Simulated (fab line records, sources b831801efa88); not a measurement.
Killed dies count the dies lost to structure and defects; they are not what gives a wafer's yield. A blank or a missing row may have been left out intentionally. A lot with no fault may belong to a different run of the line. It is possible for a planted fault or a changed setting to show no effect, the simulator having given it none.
What tool caused it? :: flow sky130 :: 13 lots, 39 wafers sampled, at 2 steps of a route of 708

## WHAT THE GAUGES SHOWED, per wafer
SKY_SONOS_TUNNEL_OVL_MEAS_08.
lot: L504
measured: day 11 19:58
on: overlay-02
SONOS_TUNNEL_OVL (nm): 1.4 3.7 2.4

lot: L505
measured: day 12 11:26
on: overlay-02
SONOS_TUNNEL_OVL (nm): 4.2 4.8 5.4

lot: L506
measured: day 12 19:48
on: overlay-01
SONOS_TUNNEL_OVL (nm): 0.0 0.3 0.0

lot: L508
measured: day 13 10:08
on: overlay-01
SONOS_TUNNEL_OVL (nm): 0.5 3.1 1.6

lot: L511
measured: day 14 08:45
on: overlay-01
SONOS_TUNNEL_OVL (nm): 3.2 3.4 1.8

lot: L513
measured: day 14 22:35
on: overlay-02
SONOS_TUNNEL_OVL (nm): 0.8 1.7 -1.2

lot: L514
measured: day 15 05:34
on: overlay-02
SONOS_TUNNEL_OVL (nm): -0.8 0.7 0.9

lot: L518
measured: day 16 12:56
on: overlay-02
SONOS_TUNNEL_OVL (nm): 3.4 4.0 3.4

lot: L519
measured: day 16 22:11
on: overlay-01
SONOS_TUNNEL_OVL (nm): 3.7 2.5 1.0

lot: L520
measured: day 17 06:56
on: overlay-01
SONOS_TUNNEL_OVL (nm): 0.7 3.2 1.9

lot: L521
measured: day 17 16:51
on: overlay-01
SONOS_TUNNEL_OVL (nm): 0.9 2.1 1.8

lot: L523
measured: day 17 22:39
on: overlay-01
SONOS_TUNNEL_OVL (nm): 2.2 1.8 0.7

lot: L524
measured: day 18 11:11
on: overlay-02
SONOS_TUNNEL_OVL (nm): 3.5 2.8 3.0

SKY_SONOS_TUNNEL_TW_MEAS_12.
lot: L504
measured: day 11 20:25
on: filmMetro-03
SONOS_TUNNEL_TW: 198.5 198.1 199.0

lot: L505
measured: day 12 11:53
on: filmMetro-02
SONOS_TUNNEL_TW: 194.3 195.4 194.8

lot: L506
measured: day 12 20:14
on: filmMetro-01
SONOS_TUNNEL_TW: 195.1 194.4 194.4

lot: L508
measured: day 13 10:37
on: filmMetro-02
SONOS_TUNNEL_TW: 195.5 196.2 195.7

lot: L511
measured: day 14 09:13
on: filmMetro-01
SONOS_TUNNEL_TW: 194.9 196.2 196.2

lot: L513
measured: day 14 23:03
on: filmMetro-03
SONOS_TUNNEL_TW: 198.5 197.9 196.9

lot: L514
measured: day 15 06:01
on: filmMetro-02
SONOS_TUNNEL_TW: 194.7 193.9 193.2

lot: L518
measured: day 16 13:22
on: filmMetro-02
SONOS_TUNNEL_TW: 195.7 196.4 196.4

lot: L519
measured: day 16 22:39
on: filmMetro-02
SONOS_TUNNEL_TW: 194.8 195.7 195.4

lot: L520
measured: day 17 07:22
on: filmMetro-02
SONOS_TUNNEL_TW: 193.6 194.2 194.3

lot: L521
measured: day 17 17:20
on: filmMetro-01
SONOS_TUNNEL_TW: 196.0 195.6 195.8

lot: L523
measured: day 17 23:07
on: filmMetro-01
SONOS_TUNNEL_TW: 195.5 194.8 195.7

lot: L524
measured: day 18 11:38
on: filmMetro-01
SONOS_TUNNEL_TW: 195.2 194.2 195.5

## WHAT TOOL EACH LOT RAN ON (gives the tool, then ch and the chambers of the sampled wafers, and finally the start)
The record holds no process step before these readings.

## AS READ BY THE TOOLS THEMSELVES (means over the sampled wafers that have a number; for cases with no such wafer, the mark the record gives instead)
The record holds no such reading with a usual standard deviation.

## THE ANSWER, worked out from the rows above alone
Rule: usual is defined by the lots themselves. Put in order of their means at a reading, lots are off if they are a third of the lots or fewer, leave a main group of 4 or more, and stand apart from it by a gap of 3 or more times the standard deviation of the main group's means; of several such gaps the widest counts. The tables above print the reading to a certain number of digits; a main group whose means all agree to those digits is not used. Also off: a lot with no number at a reading for which 4 or more lots have one. Where the step has rows for the other lots, those lots are counted as sound. Order of review: gauges by route order, followed by the tools' own readings, for which a lot's mean as printed above is used. At the first step where some lot is off, the reading lying furthest off is the one used; lots without a number count as furthest.
No lot is off at any reading shown: from this, nothing can be told.

## WHAT THE SIMULATOR HAD PUT IN
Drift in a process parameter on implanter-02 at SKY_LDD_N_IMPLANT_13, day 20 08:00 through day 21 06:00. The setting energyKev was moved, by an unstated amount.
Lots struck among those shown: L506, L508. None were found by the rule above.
